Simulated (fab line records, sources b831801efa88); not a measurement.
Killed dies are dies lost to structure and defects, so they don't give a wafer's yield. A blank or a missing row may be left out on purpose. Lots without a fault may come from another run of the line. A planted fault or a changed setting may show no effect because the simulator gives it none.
Which tool did it? | flow sky130 | 6 lots, 18 wafers sampled, at 3 steps of a route of 708

WHAT THE GAUGES READ, wafer by wafer
SKY_POLY_GATE_CD_MEAS_13: target cd 150 nm.
lot  | measured     | on        | cd_nm (nm)
L975 | day 16 12:14 | cd_sem-01 | 151.5 152.1 152.0
L978 | day 17 20:47 | cd_sem-01 | 148.7 149.8 149.6
L980 | day 18 09:19 | cd_sem-01 | 149.7 151.0 150.4
L982 | day 19 04:28 | cd_sem-02 | 149.2 149.3 147.9
L984 | day 19 23:56 | cd_sem-01 | 147.5 146.6 147.2
L991 | day 22 11:46 | cd_sem-01 | 162.4 162.6 162.2

WHICH TOOL RAN EACH LOT (tool, then ch and the chambers of the sampled wafers, then the start)
lot  | SKY_FIELD_ISO_ETCH_14             | SKY_POLY_GATE_EXPOSE_10
L975 | rie_diel-02 ch 1,2,3, day 2 10:41 | krf_scanner-01 ch 0, day 15 22:14
L978 | rie_diel-04 ch 2,3, day 3 01:08   | krf_scanner-01 ch 0, day 17 06:04
L980 | rie_diel-01 ch 0,1,2, day 3 10:14 | krf_scanner-02 ch 0, day 17 18:10
L982 | rie_diel-01 ch 0,1,2, day 3 22:53 | krf_scanner-02 ch 0, day 18 13:16
L984 | rie_diel-04 ch 0,2,3, day 4 07:38 | krf_scanner-01 ch 0, day 19 08:58
L991 | rie_diel-02 ch 0,3, day 5 21:38   | krf_scanner-01 ch 0, day 21 20:54
- SKY_FIELD_ISO_ETCH_14: etches BARC in N2/H2, stops on SiO2, time 45.9 s, target depth 60 nm.
- SKY_POLY_GATE_EXPOSE_10: exposes mask P1M, target cd 150 nm.

THE ANSWER, worked out from the rows above alone
Rule: what is usual is taken from the lots themselves. Put in order of their means at a reading, lots are off if they are a third of the lots or fewer, leave a main group of 4 or more, and stand apart from it by a gap of 3 or more times the standard deviation of the main group's means; of several such gaps the widest counts. A main group whose means are all the same, to the digits that the tables above print for the reading, isn't used. A lot without any number at a reading at which 4 lots or more have one is off too. The other lots that the step has rows for count as sound.
Off: L991, at SKY_POLY_GATE_CD_MEAS_13 (cd_nm). The main group: mean 149.5 nm, standard deviation 1.6.
A tool fits if, at a process step before that reading, it ran every lot that is off, and no sound lot after the first of them. The gauges at SKY_POLY_GATE_CD_MEAS_13 are tried like those tools. Can't be told from this: 3 tools fit, rie_diel-02 at SKY_FIELD_ISO_ETCH_14, krf_scanner-01 at SKY_POLY_GATE_EXPOSE_10, cd_sem-01 at SKY_POLY_GATE_CD_MEAS_13.

WHAT THE SIMULATOR HAD PUT IN
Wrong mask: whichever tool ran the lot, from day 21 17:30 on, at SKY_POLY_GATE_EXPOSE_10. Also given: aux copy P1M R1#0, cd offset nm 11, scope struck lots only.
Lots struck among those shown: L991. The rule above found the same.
